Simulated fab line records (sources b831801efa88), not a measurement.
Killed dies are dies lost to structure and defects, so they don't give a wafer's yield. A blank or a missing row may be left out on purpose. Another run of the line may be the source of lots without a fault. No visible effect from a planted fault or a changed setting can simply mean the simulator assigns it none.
fab line records ; flow sky130 ; part 2 of 2: steps 30 to 41 of 41
record lots=5; wafers=15; lastDay=50
route steps=708 shown METAL4@635 VIA4@639 METAL5@661
lots with no fault: from the same line, run without faults
startH: the number of hours between the record's first day and the start of the first shown wafer of the lot ; waitH: how many hours have passed since the lot's step before this one ; " as in the row above ; L1.1+2: a single row standing in for several wafers ; - no value present, or no start provided ; * or withheld: withheld ; < > ~ a bound
route shown NAME@n: names a module that has steps shown in the file, with the first one's number in the route ; usual: mean/standard deviation taken from wafers without a fault ; same: alike in all rows ; chamber/n: place in a boat ; sites: each site's reading ; _std_site: how widely they spread, as a standard deviation ; _edge_site: outer sites' mean less inner sites' ; radiusMm: for every site, how far away it sits from the centre of the wafer ; mask NAME#n: copy n ; behind: the last tool/chamber to shape the wafer ; hold: what put the lot on hold/how long, in hours/how the hold closed ; device: which transistor (n, p or np) failed to switch ; end of line: tests of these same wafers at the route's end ; where a step has no rows: the recipe by itself ; killed: not the wafer's yield, but the dies lost to structure and defects at the first sort ; map: shows each die of a wafer: x if killed, . if not, _ if none is there
set.NAME: the setting as run; set.NAME@STEP: as run at that earlier step ; model.NAME: the simulator's own value behind a step, which no gauge read
lots seen at some steps along the route; tables by step, rows by wafer
services: when a tool's chamber went out of use (startH, in hours from the record's first day, below 0 if earlier), for how many hours, and the reason
## steps
# step SKY_METAL5_SPUTTER_03
# recipe material=Ti; targetThkNm=5; powerW=3000; timeS=3.3; chamberPressurePa=0.4
# usual throttleValvePct=30.3/0.84
lot.wafer;tool;chamber;startH;waitH;throttleValvePct
L075.1;pvdSputter-02;-;1012.26;0.0;31.2
L075.2;pvdSputter-02;-;1012.26;0.0;31.1
L075.5;pvdSputter-02;-;1012.26;0.0;30.6
L077.1;pvdSputter-02;-;1036.79;0.0;30.6
L077.3;pvdSputter-02;-;1036.79;0.0;30.3
L077.6;pvdSputter-02;-;1036.79;0.0;30.3
L081.1;pvdSputter-02;-;1061.91;0.0;30.9
L081.3;pvdSputter-02;-;1061.91;0.0;30.5
L081.5;pvdSputter-02;-;1061.91;0.0;30.5
L085.1;pvdSputter-02;-;1080.52;0.0;29.4
L085.4;pvdSputter-02;-;1080.52;0.0;30.4
L085.5;pvdSputter-02;-;1080.52;0.0;29.5
L094.1;pvdSputter-04;-;1133.82;0.0;32.0
L094.3;pvdSputter-04;-;1133.82;0.0;29.8
L094.4;pvdSputter-04;-;1133.82;0.0;30.7
# step SKY_METAL5_SPUTTER_04
# recipe material=TiN; targetThkNm=70; powerW=6500; timeS=58.3; chamberPressurePa=0.4
# usual throttleValvePct=30.4/0.86
lot.wafer;tool;chamber;startH;waitH;throttleValvePct
L075.1;pvdSputter-02;-;1012.28;0.0;31.5
L075.2;pvdSputter-02;-;1012.28;0.0;31.0
L075.5;pvdSputter-02;-;1012.28;0.0;30.5
L077.1;pvdSputter-02;-;1036.81;0.0;31.0
L077.3;pvdSputter-02;-;1036.81;0.0;30.3
L077.6;pvdSputter-02;-;1036.81;0.0;30.3
L081.1;pvdSputter-02;-;1061.93;0.0;31.0
L081.3;pvdSputter-02;-;1061.93;0.0;30.4
L081.5;pvdSputter-02;-;1061.93;0.0;30.5
L085.1;pvdSputter-02;-;1080.54;0.0;29.8
L085.4;pvdSputter-02;-;1080.54;0.0;30.4
L085.5;pvdSputter-02;-;1080.54;0.0;30.1
L094.1;pvdSputter-04;-;1133.84;0.0;31.6
L094.3;pvdSputter-04;-;1133.84;0.0;29.7
L094.4;pvdSputter-04;-;1133.84;0.0;30.4
# step SKY_METAL5_RS_MEAS_05
# recipe thkMeasGauge=four-point-probe; reads=TiN_of_METAL5_SPUTTER_04+Ti_of_METAL5_SPUTTER_03+AlCu_of_METAL5_SPUTTER_02+TiN_of_METAL5_SPUTTER_01+Ti_of_METAL5_SPUTTER_00
# usual METAL5_ALCU_RS=0.02719/0.00021
lot.wafer;tool;chamber;startH;waitH;METAL5_ALCU_RS[ohm/sq]
L075.1;filmMetro-01;-;1012.32;0.0;0.02718
L075.2;filmMetro-01;-;1012.32;0.0;0.02716
L075.5;filmMetro-01;-;1012.32;0.0;0.02718
L077.1;filmMetro-02;-;1036.86;0.0;0.02744
L077.3;filmMetro-02;-;1036.86;0.0;0.02739
L077.6;filmMetro-02;-;1036.86;0.0;0.02716
L081.1;filmMetro-04;-;1061.98;0.0;0.02741
L081.3;filmMetro-04;-;1061.98;0.0;0.02738
L081.5;filmMetro-04;-;1061.98;0.0;0.027
L085.1;filmMetro-02;-;1080.59;0.0;0.02734
L085.4;filmMetro-02;-;1080.59;0.0;0.02749
L085.5;filmMetro-02;-;1080.59;0.0;0.02734
L094.1;filmMetro-02;-;1133.89;0.0;0.02703
L094.3;filmMetro-02;-;1133.89;0.0;0.02699
L094.4;filmMetro-02;-;1133.89;0.0;0.02708
# step SKY_METAL5_THK_MEAS_06
# recipe thkMeasGauge=xrf; reads=AlCu_of_METAL5_SPUTTER_02
# usual METAL5_ALCU_THK=1170/11
lot.wafer;tool;chamber;startH;waitH;METAL5_ALCU_THK[nm]
L075.1;filmMetro-01;-;1012.44;0.1;1169
L075.2;filmMetro-01;-;1012.44;0.1;1171
L075.5;filmMetro-01;-;1012.44;0.1;1178
L077.1;filmMetro-02;-;1036.98;0.1;1169
L077.3;filmMetro-02;-;1036.98;0.1;1170
L077.6;filmMetro-02;-;1036.98;0.1;1175
L081.1;filmMetro-04;-;1062.10;0.1;1148
L081.3;filmMetro-04;-;1062.10;0.1;1147
L081.5;filmMetro-04;-;1062.10;0.1;1164
L085.1;filmMetro-02;-;1080.71;0.1;1169
L085.4;filmMetro-02;-;1080.71;0.1;1159
L085.5;filmMetro-02;-;1080.71;0.1;1172
L094.1;filmMetro-02;-;1134.01;0.1;1183
L094.3;filmMetro-02;-;1134.01;0.1;1178
L094.4;filmMetro-02;-;1134.01;0.1;1175
# step SKY_METAL5_DEHYDRATE_07
# recipe tempC=200; timeS=60
lot.wafer;tool;chamber;startH;waitH
L075.1+2+5;lithoTrack-04;0;1022.87;10.4
L077.1+3+6;lithoTrack-02;0;1046.90;9.9
L081.1+3+5;lithoTrack-02;0;1071.45;9.3
L085.1+4+5;lithoTrack-04;0;1090.82;10.1
L094.1+3+4;lithoTrack-03;0;1142.45;8.4
# step SKY_METAL5_HMDS_08
# recipe primeTimeS=60; primeTempC=120
lot.wafer;tool;chamber;startH;waitH
L075.1+2+5;lithoTrack-04;0;1023.02;0.1
L077.1+3+6;lithoTrack-02;0;1047.05;0.1
L081.1+3+5;lithoTrack-02;0;1071.60;0.1
L085.1+4+5;lithoTrack-04;0;1090.97;0.1
L094.1+3+4;lithoTrack-03;0;1142.60;0.1
# step SKY_METAL5_COAT_09
# recipe resist=NOVOLAK; spinRpm=3000; resistThkNm=1800
lot.wafer;tool;chamber;startH;waitH
L075.1+2+5;lithoTrack-04;0;1023.17;0.1
L077.1+3+6;lithoTrack-02;0;1047.20;0.1
L081.1+3+5;lithoTrack-02;0;1071.75;0.1
L085.1+4+5;lithoTrack-04;0;1091.12;0.1
L094.1+3+4;lithoTrack-03;0;1142.75;0.1
# step SKY_METAL5_SOFTBAKE_10
# recipe tempC=90; timeS=60; resist=NOVOLAK
lot.wafer;tool;chamber;startH;waitH
L075.1+2+5;lithoTrack-04;0;1023.32;0.1
L077.1+3+6;lithoTrack-02;0;1047.35;0.1
L081.1+3+5;lithoTrack-02;0;1071.90;0.1
L085.1+4+5;lithoTrack-04;0;1091.27;0.1
L094.1+3+4;lithoTrack-03;0;1142.90;0.1
# step SKY_METAL5_EXPOSE_11
# recipe maskId=MM5; na=0.6; sourceShape=conventional; sigmaOuter=0.6; polarization=unpolarized; targetCdNm=1600; doseMj=190
# usual exposureDoseMJCm2=189.95/0.19; focusOffsetNm=-0.1/0.53
# same na=0.6
lot.wafer;tool;chamber;startH;waitH;mask;exposureDoseMJCm2;focusOffsetNm
L075.1;ilineStepper-01;0;-;-;MM5#0;189.89;0.4
L075.2;ilineStepper-01;0;-;-;MM5#0;189.78;0.4
L075.5;ilineStepper-01;0;-;-;MM5#0;189.67;1.2
L077.1;ilineStepper-02;0;-;-;MM5#0;190.12;-0.8
L077.3;ilineStepper-02;0;-;-;MM5#0;189.88;0.4
L077.6;ilineStepper-02;0;-;-;MM5#0;190.03;-0.4
L081.1;ilineStepper-02;0;-;-;MM5#0;189.66;1.2
L081.3;ilineStepper-02;0;-;-;MM5#0;189.66;1.5
L081.5;ilineStepper-02;0;-;-;MM5#0;190.10;0.0
L085.1;ilineStepper-02;0;-;-;MM5#0;189.92;0.3
L085.4;ilineStepper-02;0;-;-;MM5#0;190.18;0.3
L085.5;ilineStepper-02;0;-;-;MM5#0;189.81;0.8
L094.1;ilineStepper-02;0;-;-;MM5#0;190.00;-0.6
L094.3;ilineStepper-02;0;-;-;MM5#0;190.37;-0.5
L094.4;ilineStepper-02;0;-;-;MM5#0;190.00;0.1
# step SKY_METAL5_PEB_12
# recipe tempC=withheld; timeS=*; resist=NOVOLAK
lot.wafer;tool;chamber;startH;waitH
L075.1+2+5;lithoTrack-04;0;-;-
L077.1+3+6;lithoTrack-04;0;-;-
L081.1+3+5;lithoTrack-02;0;-;-
L085.1+4+5;lithoTrack-04;0;-;-
L094.1+3+4;lithoTrack-03;0;-;-
# step SKY_METAL5_DEVELOP_13
# recipe resist=NOVOLAK; developer=TMAH; developTimeS=60; devTempC=23
lot.wafer;tool;chamber;startH;waitH
L075.1+2+5;lithoTrack-04;0;1035.07;0.1
L077.1+3+6;lithoTrack-04;0;1058.22;0.1
L081.1+3+5;lithoTrack-02;0;1082.40;0.1
L085.1+4+5;lithoTrack-04;0;1101.72;0.1
L094.1+3+4;lithoTrack-03;0;1151.95;0.1
# step SKY_METAL5_DESCUM_14
# recipe chemistry=O2; sourcePowerW=150; biasPowerW=0; pressureMtorr=10; tempC=40; timeS=11
# usual drypumpMotorCurrentA=5.9/0.51; oesProductAu=0.994/0.0073
lot.wafer;tool;chamber;startH;waitH;drypumpMotorCurrentA;oesProductAu;rfHoursCounterH
L075.1;rieMetal-02;0;1035.22;0.1;5.8;0.993;18
L075.2;rieMetal-02;1;1035.22;0.1;4.9;0.995;10
L075.5;rieMetal-02;1;1035.22;0.1;4.9;0.992;-
L077.1;rieMetal-02;0;1058.37;0.1;5.8;0.985;20
L077.3;rieMetal-02;1;1058.37;0.1;4.9;0.992;-
L077.6;rieMetal-02;0;1058.37;0.1;5.8;0.994;-
L081.1;rieMetal-02;0;1082.55;0.1;5.7;0.992;21
L081.3;rieMetal-02;1;1082.55;0.1;4.9;0.994;-
L081.5;rieMetal-02;0;1082.55;0.1;5.8;1.000;-
L085.1;rieMetal-04;0;1101.87;0.1;5.9;0.978;16
L085.4;rieMetal-04;1;1101.87;0.1;5.8;0.996;-
L085.5;rieMetal-04;0;1101.87;0.1;5.9;0.989;-
L094.1;rieMetal-02;1;1152.10;0.1;4.9;0.993;18
L094.3;rieMetal-02;1;1152.10;0.1;4.9;0.986;-
L094.4;rieMetal-02;0;1152.10;0.1;5.8;0.981;-
## services
tool;chamber;startH;hours;kind
rieDiel-01;3;963.86;4.7;repair
ilineStepper-02;-;984.60;1.5;repair
ilineStepper-02;-;989.98;1.7;pm
cmp-02;-;996.36;1.1;repair
rieMetal-02;0;999.49;4.3;repair
cmp-02;-;1013.51;3.9;pm
plasmaAsher-03;-;1013.91;0.9;repair
rieDiel-01;0;1015.51;3.7;repair
cmp-01;-;1027.10;0.5;repair
cvdW-01;-;1029.50;1.0;repair
plasmaAsher-03;-;1032.98;4.3;pm
pvdSputter-04;-;1033.47;8.0;repair
ilineStepper-01;-;1036.90;8.4;repair
hdpcvd-01;1;1051.96;3.9;repair
hdpcvd-01;2;1054.50;8.7;repair
cmp-01;-;1055.60;0.8;repair
ilineStepper-02;-;1055.73;4.7;repair
plasmaAsher-03;-;1065.66;0.7;repair
cmp-02;-;1084.00;4.0;pm
ilineStepper-02;-;1098.82;4.4;pm
cmp-01;-;1112.35;2.2;repair
pvdSputter-04;-;1146.86;2.2;repair
rieDiel-01;3;1147.04;9.6;repair
cmp-02;-;1147.66;1.7;repair
